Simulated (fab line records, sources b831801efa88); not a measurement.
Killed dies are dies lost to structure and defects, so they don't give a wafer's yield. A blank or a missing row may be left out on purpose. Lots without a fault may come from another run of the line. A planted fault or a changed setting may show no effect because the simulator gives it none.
Chamber matching | flow gf180mcu | GF_PASSIVATION_CVD_00 on pecvd-04: 3 sister chambers
The step deposits SiO2 from TEOS, target thk 1000 nm, time 111.95 s. 3 wafers are shown with their chamber, then 8 later ones without.

WAFERS WITH THEIR CHAMBER
wafer  | chamber | rf_fwd_power_W (W)
L085.4 | 1       | 592.9
L085.6 | 2       | 595.9
L089.1 | 0       | 598.2

WAFERS WITHOUT THEIR CHAMBER
wafer  | rf_fwd_power_W (W)
L089.3 | 599.0
L089.5 | 597.5
L090.1 | 596.6
L090.3 | 598.2
L090.6 | 597.3
L096.3 | 598.4
L096.4 | 595.0
L096.6 | 595.6

WHICH CHAMBER EACH WENT THROUGH
wafer  | from the rows above     | in truth
L089.3 | 0                       | 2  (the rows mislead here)
L089.5 | can't be placed: 0 or 2 | 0
L090.1 | can't be placed: 2 or 0 | 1
L090.3 | 0                       | 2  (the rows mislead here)
L090.6 | can't be placed: 0 or 2 | 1
L096.3 | 0                       | 0
L096.4 | can't be placed: 2 or 1 | 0
L096.6 | 2                       | 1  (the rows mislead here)
Placed correctly: 1 of 8. Can't be placed from these rows: 4 (the true chamber is among the candidates in 1). Placed wrongly: 3.
How it was worked out, from the rows above alone: a wafer's distance from a chamber is the root of the sum, over the readings, of the square of ((its reading less the chamber's mean) divided by the reading's scatter). The wafer belongs to the nearest chamber; if the next one is less than 2 further off, it can't be placed. A chamber's mean is the mean of its shown wafers. The scatter: with one shown wafer a chamber, the root of the mean of the squares of how far each hidden wafer lies from its nearest shown one.
